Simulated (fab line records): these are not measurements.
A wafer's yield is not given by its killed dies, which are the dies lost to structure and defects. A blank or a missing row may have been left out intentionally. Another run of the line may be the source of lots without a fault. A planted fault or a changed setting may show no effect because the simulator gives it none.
fab line records | flow sky130 | part 2 of 2: steps 33 to 45 of 45
record: lots: 5 wafers: 15 last_day: 50
route steps=708 shown VT_ADJUST_HVTP@87 VT_ADJUST_LVTN@97 VT_ADJUST_NCORE@119 VT_ADJUST_HVTR@131
lots with no fault: from the same line, run without faults
start_h: hours from the record's opening day to when the first of the lot's shown wafers began | wait_h: hours from the lot's prior step to this one | " unchanged from the row above | L1.1+2: a single row standing in for several wafers | - either no value or no given start | * or withheld: withheld | < > ~ a bound
route shown NAME@n: NAME is a module with steps in the file, n the number in the route of the first one | usual: the fault-free wafers' mean and standard deviation | same: alike in all rows | chamber/n: place in a boat | sites: the reading at each site | _std_site: standard deviation across them | _edge_site: inner sites' mean taken away from outer sites' mean | radius_mm: for every site, how far away it sits from the centre of the wafer | mask NAME#n: copy n | behind: the last tool/chamber to shape the wafer | hold: cause of the lot's hold/its duration in hours/its outcome | device: the transistor (n, p or np) that didn't switch | end of line: at the end of the route, the tests of the same wafers | for a step that has no rows: nothing shown but its recipe | killed: at the first sort, the dies lost to defects and structure; wafer yield is something else | map: the dies of a wafer, with x for killed, . for not killed, _ for no die there
set.NAME: the setting that was run; set.NAME@STEP: the one run at that earlier step | model.NAME: the simulator's own value behind a step, which no gauge read
a table for each step, a row for each wafer; lots at some steps of the route
services: from which hour (start_h, from the record's first day; less than 0 if before it) a tool's chamber was out of use, for how many hours, and why
== steps ==
step: SKY_VT_ADJUST_NCORE_DEHYDRATE_00
recipe: temp_c: 200 time_s: 60
same: time_s: 60
columns lot.wafer tool chamber start_h wait_h
L074.2+3+6 litho_track-04 0 171.46 9.2
L089.2+4+5 litho_track-01 0 272.43 11.8
L090.2+5+6 litho_track-02 0 281.66 11.8
L094.3+5+6 litho_track-02 0 312.54 12.0
L097.2+3+6 litho_track-04 0 341.61 11.9
step: SKY_VT_ADJUST_NCORE_HMDS_01
recipe: prime_time_s: 60 prime_temp_c: 120
columns lot.wafer tool chamber start_h wait_h
L074.2+3+6 litho_track-04 0 171.61 0.1
L089.2+4+5 litho_track-01 0 272.58 0.1
L090.2+5+6 litho_track-02 0 281.81 0.1
L094.3+5+6 litho_track-02 0 312.69 0.1
L097.2+3+6 litho_track-04 0 341.76 0.1
step: SKY_VT_ADJUST_NCORE_COAT_02
recipe: resist: NOVOLAK spin_rpm: 3000 resist_thk_nm: 1140
columns lot.wafer tool chamber start_h wait_h
L074.2+3+6 litho_track-04 0 171.76 0.1
L089.2+4+5 litho_track-01 0 272.73 0.1
L090.2+5+6 litho_track-02 0 281.96 0.1
L094.3+5+6 litho_track-02 0 312.84 0.1
L097.2+3+6 litho_track-04 0 341.91 0.1
step: SKY_VT_ADJUST_NCORE_SOFTBAKE_03
recipe: temp_c: 90 time_s: 60 resist: NOVOLAK
same: time_s: 60
columns lot.wafer tool chamber start_h wait_h
L074.2+3+6 litho_track-04 0 171.91 0.1
L089.2+4+5 litho_track-01 0 272.88 0.1
L090.2+5+6 litho_track-02 0 282.11 0.1
L094.3+5+6 litho_track-02 0 312.99 0.1
L097.2+3+6 litho_track-04 0 342.06 0.1
step: SKY_VT_ADJUST_NCORE_EXPOSE_04
recipe: mask_id: LVTN_COMPLEMENT_THIN na: 0.6 source_shape: conventional sigma_outer: 0.6 polarization: unpolarized target_cd_nm: 380 dose_mj: 139
columns lot.wafer tool chamber start_h wait_h mask
L074.2+3+6 iline_stepper-01 0 - - LVTN_COMPLEMENT_THIN#0
L089.2+4+5 iline_stepper-01 0 - - LVTN_COMPLEMENT_THIN#0
L090.2+5+6 iline_stepper-01 0 - - LVTN_COMPLEMENT_THIN#0
L094.3+5+6 iline_stepper-01 0 - - LVTN_COMPLEMENT_THIN#0
L097.2+3+6 iline_stepper-01 0 - - LVTN_COMPLEMENT_THIN#0
step: SKY_VT_ADJUST_NCORE_PEB_05
recipe: temp_c: withheld time_s: * resist: NOVOLAK
same: time_s: *
columns lot.wafer tool chamber start_h wait_h
L074.2+3+6 litho_track-04 0 - -
L089.2+4+5 litho_track-02 0 - -
L090.2+5+6 litho_track-04 0 - -
L094.3+5+6 litho_track-01 0 - -
L097.2+3+6 litho_track-04 0 - -
step: SKY_VT_ADJUST_NCORE_DEVELOP_06
recipe: resist: NOVOLAK developer: TMAH develop_time_s: 60 dev_temp_c: 23
columns lot.wafer tool chamber start_h wait_h
L074.2+3+6 litho_track-04 0 181.76 0.1
L089.2+4+5 litho_track-02 0 284.91 0.1
L090.2+5+6 litho_track-04 0 294.56 0.1
L094.3+5+6 litho_track-01 0 326.25 0.1
L097.2+3+6 litho_track-04 0 355.66 0.1
step: SKY_VT_ADJUST_NCORE_CD_MEAS_07
recipe: target_cd_nm: 380
usual: cd_nm: 379.2/2.6
columns lot.wafer tool chamber start_h wait_h cd_nm
L074.2 cd_sem-01 - 181.91 0.1 379.7
L074.3 " - " " 380.1
L074.6 " - " " 378.3
L089.2 cd_sem-02 - 285.06 0.1 374.9
L089.4 " - " " 375.0
L089.5 " - " " 377.9
L090.2 cd_sem-01 - 294.71 0.1 379.0
L090.5 " - " " 382.6
L090.6 " - " " 382.2
L094.3 cd_sem-01 - 326.39 0.1 375.1
L094.5 " - " " 377.8
L094.6 " - " " 375.0
L097.2 cd_sem-01 - 355.81 0.1 378.4
L097.3 " - " " 378.5
L097.6 " - " " 379.3
step: SKY_VT_ADJUST_NCORE_OVL_MEAS_08
usual: VT_ADJUST_NCORE_OVL: 0.6/1.2
columns lot.wafer tool chamber start_h wait_h VT_ADJUST_NCORE_OVL[nm]
L074.2 overlay-02 - 182.01 0.1 -0.9
L074.3 " - " " -0.9
L074.6 " - " " -0.3
L089.2 overlay-01 - 285.17 0.1 2.9
L089.4 " - " " 2.0
L089.5 " - " " 1.2
L090.2 overlay-02 - 294.81 0.1 -2.0
L090.5 " - " " -0.2
L090.6 " - " " -1.7
L094.3 overlay-02 - 326.48 0.1 -0.5
L094.5 " - " " -0.2
L094.6 " - " " -0.1
L097.2 overlay-01 - 355.91 0.1 1.1
L097.3 " - " " 1.2
L097.6 " - " " 2.5
step: SKY_VT_ADJUST_NCORE_IMPLANT_09
recipe: species: B energy_kev: 10 dose_cm2: 2.4e+12 tilt_deg: withheld
usual: faraday_current_uA: 13.54/0.27
columns lot.wafer tool chamber start_h wait_h faraday_current_uA
L074.2 implanter-01 0 182.07 0.0 12.88
L074.3 " 0 " " 13.24
L074.6 " 0 " " 13.52
L089.2 implanter-01 0 285.22 0.0 13.39
L089.4 " 0 " " 13.65
L089.5 " 0 " " 13.50
L090.2 implanter-01 0 294.87 0.0 13.59
L090.5 " 0 " " 13.35
L090.6 " 0 " " 13.73
L094.3 implanter-03 0 326.56 0.1 13.47
L094.5 " 0 " " 13.20
L094.6 " 0 " " 13.37
L097.2 implanter-02 0 355.97 0.0 13.32
L097.3 " 0 " " 13.91
L097.6 " 0 " " 13.43
step: SKY_VT_ADJUST_NCORE_STRIP_10
recipe: chemistry: O2/N2 power_w: 1400 pressure_mtorr: 1500 platen_temp_c: withheld o2_flow_sccm: 3000 n2_flow_sccm: 300 overash_fraction: 0.5
usual: drypump_motor_current_A: 5.5/0.36 n2_flow_sccm: 299.9/0.91 oes_product_au: 0.716/0.0045 strip_time_to_endpoint_s: 14.18/0.035
columns lot.wafer tool chamber start_h wait_h drypump_motor_current_A n2_flow_sccm oes_product_au rf_hours_counter_h strip_time_to_endpoint_s
L074.2 plasma_asher-04 0 182.19 0.1 5.2 300.1 0.724 36 14.24
L074.3 " 0 " " 5.2 300.5 0.714 - 14.19
L074.6 " 0 " " 5.2 299.1 0.713 - 14.23
L089.2 plasma_asher-01 1 285.35 0.1 5.4 298.0 0.720 16 14.21
L089.4 " 1 " " 5.4 299.9 0.718 - 14.18
L089.5 " 0 " " 5.2 299.3 0.712 - 14.18
L090.2 plasma_asher-01 0 294.99 0.1 5.2 300.1 0.721 17 14.20
L090.5 " 1 " " 5.4 300.8 0.711 - 14.17
L090.6 " 0 " " 5.2 301.5 0.712 - 14.21
L094.3 plasma_asher-02 0 326.69 0.1 5.9 300.0 0.726 - 14.14
L094.5 " 1 " " 6.0 299.6 0.721 - 14.13
L094.6 " 0 " " 5.9 299.9 0.724 - 14.16
L097.2 plasma_asher-01 0 356.09 0.1 5.2 300.7 0.707 24 14.14
L097.3 " 0 " " 5.2 300.2 0.720 - 14.15
L097.6 " 1 " " 5.4 300.7 0.712 - 14.15
step: SKY_VT_ADJUST_NCORE_TW_MEAS_11
usual: VT_ADJUST_NCORE_TW: 219.7/2.3
columns lot.wafer tool chamber start_h wait_h VT_ADJUST_NCORE_TW
L074.2 film_metro-01 - 182.30 0.1 222.3
L074.3 " - " " 221.8
L074.6 " - " " 221.1
L089.2 film_metro-02 - 285.46 0.1 215.2
L089.4 " - " " 216.8
L089.5 " - " " 217.3
L090.2 film_metro-04 - 295.10 0.1 218.3
L090.5 " - " " 218.6
L090.6 " - " " 218.7
L094.3 film_metro-04 - 326.78 0.1 218.7
L094.5 " - " " 218.4
L094.6 " - " " 217.8
L097.2 film_metro-02 - 356.20 0.1 219.1
L097.3 " - " " 218.6
L097.6 " - " " 219.0
step: SKY_VT_ADJUST_HVTR_DEHYDRATE_00
recipe: temp_c: 200 time_s: 60
same: time_s: 60
columns lot.wafer tool chamber start_h wait_h
L074.2+3+6 litho_track-01 0 192.13 9.8
L089.2+4+5 litho_track-01 0 297.83 12.4
L090.2+5+6 litho_track-02 0 307.41 12.3
L094.3+5+6 litho_track-03 0 339.83 13.0
L097.2+3+6 litho_track-03 0 369.36 13.1
== services ==
columns tool chamber start_h hours kind
iline_stepper-02 - 93.36 1.7 pm
implanter-04 - 93.97 3.3 repair
iline_stepper-02 - 99.49 8.9 repair
plasma_asher-01 - 108.75 9.0 pm
implanter-04 - 113.14 4.0 repair
implanter-02 - 118.88 1.3 repair
plasma_asher-04 - 142.21 0.7 repair
implanter-02 - 167.25 2.6 repair
implanter-02 - 189.76 1.4 repair
plasma_asher-04 - 214.32 2.8 pm
iline_stepper-01 - 227.28 4.4 pm
implanter-01 - 233.02 1.0 repair
iline_stepper-01 - 244.01 1.7 pm
implanter-01 - 244.54 4.0 pm
implanter-02 - 254.29 0.6 repair
implanter-02 - 287.17 2.7 pm
plasma_asher-01 - 289.07 0.7 repair
plasma_asher-04 - 309.96 15.6 pm
implanter-02 - 331.24 3.3 repair
implanter-02 - 334.56 9.2 pm
plasma_asher-04 - 337.80 6.6 repair
implanter-01 - 346.78 3.0 repair
implanter-01 - 349.76 13.4 pm
implanter-02 - 352.97 2.2 repair
